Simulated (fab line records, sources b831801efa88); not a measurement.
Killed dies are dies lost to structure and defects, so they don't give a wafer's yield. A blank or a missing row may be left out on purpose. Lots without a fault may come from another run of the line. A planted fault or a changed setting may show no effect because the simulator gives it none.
A struck lot beside a sound one | flow sky130 | 21 steps out of a route of 708
Sound: wafers L211.1, L211.5, L211.6. Struck: wafers L205.1, L205.2, L205.3. The cause comes at the end.
At each step with rows: each side's tool, then ch and its chambers, then its first start. Under that, the readings that differ: sound wafers | struck wafers | difference of the means | sigmas: that difference in standard deviations of wafers without a fault.
alike: readings whose means differ by less than 2 such deviations, and words and numbers that are the same on both sides. not compared: withheld readings, readings that some wafer has no value for, bounds like >300 that may hide the same value, and numbers for which the record gives no deviation and whose values overlap.
The two part at a step that has a row with sigmas, a row that says differs or no value, or rows on one side only. Numbers that don't overlap but have no deviation are shown without sigmas and don't part them. A reading that every wafer of one side lacks parts them only if that side has two wafers or more.

SKY_CAP2M_METAL_ETCH_13: etches TiN in Cl2/BCl3, stops on SiO2, target depth 220 nm, time 62.9 s.
  sound on rie_metal-01 ch 0,1, day 45 10:32; struck on rie_metal-01 ch 0,1, day 43 14:14
  alike: drypump_motor_current_A, oes_product_au, throttle_valve_pct
  not compared: rf_hours_counter_h
SKY_CAP2M_STRIP_14: strips in O2/N2.
  sound on plasma_asher-03 ch 0,1, day 45 10:37; struck on plasma_asher-04 ch 0,1, day 43 14:19
  alike: drypump_motor_current_A, oes_product_au, strip_time_to_endpoint_s
  not compared: rf_hours_counter_h
then, 10 steps without rows for these wafers: SKY_CAP2M_STRIP_15 (strips in post etch residue remover, time 1200 s); SKY_CAP2M_CLEAN_16 (cleans in IPA, time 180 s); SKY_CAP2M_CLEAN_17 (cleans in O3/DIW); SKY_METAL4_DEHYDRATE_05 (time 60 s); SKY_METAL4_HMDS_06 (prime time 60 s); SKY_METAL4_COAT_07 (resist thk 60 nm); SKY_METAL4_COAT_08 (resist thk 1140 nm); SKY_METAL4_SOFTBAKE_09 (time 90 s); SKY_METAL4_EXPOSE_10 (exposes mask MM4, target cd 300 nm); SKY_METAL4_PEB_11.
SKY_METAL4_DEVELOP_12: develop time 60 s.
  sound on litho_track-03 ch 0, day 46 07:00; struck on litho_track-04 ch 0, day 44 12:00
SKY_METAL4_CD_MEAS_13: target cd 300 nm.
  sound on cd_sem-01, day 46 07:46; struck on cd_sem-02, day 44 12:52
  reading    | sound             | struck            | difference | sigmas
  cd_nm (nm) | 298.6 298.0 298.8 | 306.3 306.5 308.2 | +8.5       | +6
SKY_METAL4_OVL_MEAS_14:
  sound on overlay-02, day 46 07:53; struck on overlay-02, day 44 12:59
  alike: METAL4_OVL
SKY_METAL4_DESCUM_15: chemistry O2, time 8 s.
  sound on rie_metal-03 ch 0,1, day 46 07:55; struck on rie_metal-01 ch 0,1, day 44 13:01
  reading                 | sound             | struck            | difference | sigmas
  model.METAL4.cd_nm (nm) | 297.6 297.6 298.6 | 306.3 306.2 308.1 | +8.9       |
  alike: drypump_motor_current_A, oes_product_au
  not compared: rf_hours_counter_h
SKY_METAL4_ETCH_16: etches BARC in N2/H2, stops on SiO2, time 88.2 s, target depth 60 nm.
  sound on rie_metal-03 ch 0,1, day 46 07:57; struck on rie_metal-01 ch 0,1, day 44 13:03
  alike: drypump_motor_current_A, oes_product_au, throttle_valve_pct
  not compared: rf_hours_counter_h
SKY_METAL4_ETCH_17: etches SiO2 in C4F8/O2/Ar, stops on TiN, time 3.9 s, target depth 15 nm.
  sound on rie_diel-03 ch 1,2, day 46 08:02; struck on rie_diel-04 ch 0,2,3, day 44 13:09
  alike: oes_product_au
  not compared: rf_hours_counter_h
SKY_METAL4_METAL_ETCH_18: etches the open film in Cl2/BCl3, stops on SiO2, target depth 845 nm, time 183.1 s.
  sound on rie_metal-04 ch 0,1, day 46 08:04; struck on rie_metal-04 ch 0, day 44 13:10
  reading                 | sound             | struck          | difference | sigmas
  model.METAL4.cd_nm (nm) | 299.3 302.9 302.6 | 308.7 310 314.2 | +9.4       |
  alike: drypump_motor_current_A, oes_product_au, throttle_valve_pct
  not compared: rf_hours_counter_h
SKY_METAL4_STRIP_19: strips in O2/N2.
  sound on plasma_asher-04 ch 0,1, day 46 08:14; struck on plasma_asher-04 ch 0,1, day 44 13:32
  alike: drypump_motor_current_A, oes_product_au, strip_time_to_endpoint_s
  not compared: rf_hours_counter_h
-- the record jumps here: 4 days lie between the struck wafers' starts before and after (it left off in module METAL4 and takes up again in module PAD_OPEN, whose first step shown is number 708 of the route) --
SKY_PAD_OPEN_PROBE_99:
  sound on prober-01, day 49 18:59; struck on prober-02, day 48 06:41
  alike: defect_limited_yield, killed_at_M0_to_M3, killed_at_M4_up, killed_at_contacts, killed_at_front_end, killed_at_other, killed_dies, killed_open, killed_short, sort_bin_3_pad_short, sort_bin_5_function, sort_bin_6_memory, sort_n_pass, sort_yield_pct

WHERE THEY PART
Only at SKY_METAL4_CD_MEAS_13, within this record. Later steps at which nothing parts them and some readings are alike: SKY_METAL4_OVL_MEAS_14, SKY_METAL4_DESCUM_15, SKY_METAL4_ETCH_16, SKY_METAL4_ETCH_17, SKY_METAL4_METAL_ETCH_18, SKY_METAL4_STRIP_19, SKY_PAD_OPEN_PROBE_99.

WHY: what the simulator had put in
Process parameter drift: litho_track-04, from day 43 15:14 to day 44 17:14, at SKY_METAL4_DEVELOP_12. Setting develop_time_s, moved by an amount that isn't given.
